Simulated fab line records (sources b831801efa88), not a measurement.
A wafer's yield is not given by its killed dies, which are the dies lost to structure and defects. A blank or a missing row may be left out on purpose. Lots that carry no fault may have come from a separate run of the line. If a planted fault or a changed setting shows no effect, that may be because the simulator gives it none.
Struck lot and sound lot, side by side + flow sky130 + 16 steps out of a route of 708
Sound: the wafers L660.2, L660.3, L660.4. Wafers L663.4, L663.5, L663.6 were the ones struck. The cause comes at the end.
Order at every step that has rows: each side's tool, ch and its chambers, its first start. Under that, the readings that differ: sound wafers + struck wafers + difference of the means + sigmas: that difference in standard deviations of wafers without a fault.
alike: readings with means less than 2 such deviations apart, plus words and numbers identical on both sides. not compared: withheld readings, readings lacking a value on some wafer, bounds such as >300 that could conceal the same value, and numbers that have no deviation in the record and whose values overlap.
A row with sigmas, a row that says differs or no value, or rows on one side alone: a step with any of these is where the two part. Numbers that don't overlap but have no deviation are shown without sigmas and don't part them. Lack of a reading on every wafer of one side parts them only where that side has two or more wafers.

SKY_VIA3_CMP_02: polishes SiO2.
  sound on cmp-01 ch 0,1,2, day 40 15:19; struck on cmp-02 ch 1,2,3, day 41 14:18
  alike: motorCurrentA
SKY_VIA3_BOW_MEAS_03:
  sound: filmMetro-04 at day 40 15:38; struck: filmMetro-03 at day 41 14:31
  alike: VIA3_BOW
then, 8 steps without rows for these wafers: SKY_VIA3_DEHYDRATE_04 (time 60 s); SKY_VIA3_HMDS_05 (prime time 60 s); SKY_VIA3_COAT_06 (resist thk 60 nm); SKY_VIA3_COAT_07 (resist thk 450 nm); SKY_VIA3_SOFTBAKE_08 (time 90 s); SKY_VIA3_EXPOSE_09 (exposes mask VIM3, target cd 200 nm); SKY_VIA3_PEB_10; SKY_VIA3_DEVELOP_11 (develop time 60 s).
SKY_VIA3_CD_MEAS_12 targets a cd of 200 nm.
  sound: cdSem-01 at day 41 16:13; struck: cdSem-02 at day 42 14:21
  alike: cdNm
SKY_VIA3_OVL_MEAS_13:
  sound: overlay-02 at day 41 16:19; struck: overlay-02 at day 42 14:26
  alike: VIA3_OVL
SKY_VIA3_ETCH_14: etches BARC in N2/H2, stops on SiO2, time 45.9 s, target depth 60 nm.
  sound on rieDiel-02 ch 1,2,3, day 41 16:21; struck on rieDiel-02 ch 0,1,2, day 42 14:27
| reading                                    | sound             | struck            | difference | sigmas |
|--------------------------------------------|-------------------|-------------------|------------|--------|
| rfFwdPowerW (W)                            | 495.6 496.8 493.6 | 572.3 576.2 578.6 | +80.4      | +42    |
| model.KrF-thick_of_VIA3_COAT_07.thkNm (nm) | 395.5 396.4 391.6 | 386.2 384.7 388.3 | -8.1       |        |
  alike: drypumpMotorCurrentA, h2FlowSccm, oesProductAu, throttleValvePct
  not compared: rfHoursCounterH
SKY_VIA3_ETCH_15: etches SiO2 in C4F8/O2/Ar, stops on TiN, target depth 507 nm, time 78 s.
  sound on rieDiel-02 ch 1,2,3, day 41 16:23; struck on rieDiel-02 ch 0,1,2, day 42 14:29
  alike: oesProductAu, rfFwdPowerW
  not compared: rfHoursCounterH, model.KrF-thick_of_VIA3_COAT_07.thkNm
SKY_VIA3_STRIP_16: strips in O2/N2.
  sound on plasmaAsher-03 ch 0,1, day 41 16:27; struck on plasmaAsher-03 ch 0,1, day 42 14:35
| reading                  | sound             | struck            | difference | sigmas |
|--------------------------|-------------------|-------------------|------------|--------|
| stripTimeToEndpointS (s) | 4.208 4.195 4.098 | 4.045 4.049 4.110 | -0.099     | -4     |
  alike: drypumpMotorCurrentA, oesProductAu
  not compared: rfHoursCounterH
-- the record jumps here: 6 days lie between the struck wafers' starts before and after (it left off in module VIA3 and takes up again in module PAD_OPEN, whose first step shown is number 708 of the route) --
SKY_PAD_OPEN_PROBE_99:
  sound: prober-02 at day 47 12:07; struck: prober-01 at day 48 05:14
  alike: defectLimitedYield, killed_at_M0_to_M3, killed_at_M4_up, killedAtContacts, killedAtFrontEnd, killedAtOther, killedDies, killedOpen, killedShort, sort_bin_3_pad_short, sort_bin_5_function, sort_bin_6_memory, sortNPass, sortYieldPct

## WHERE THEY PART
At SKY_VIA3_ETCH_14 first; at SKY_VIA3_STRIP_16 last (within this record only). Later steps at which nothing parts them and some readings are alike: SKY_PAD_OPEN_PROBE_99.

WHY: what had been put in by the simulator
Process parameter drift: rieDiel-02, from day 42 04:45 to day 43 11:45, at SKY_VIA3_ETCH_14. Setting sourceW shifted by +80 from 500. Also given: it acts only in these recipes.
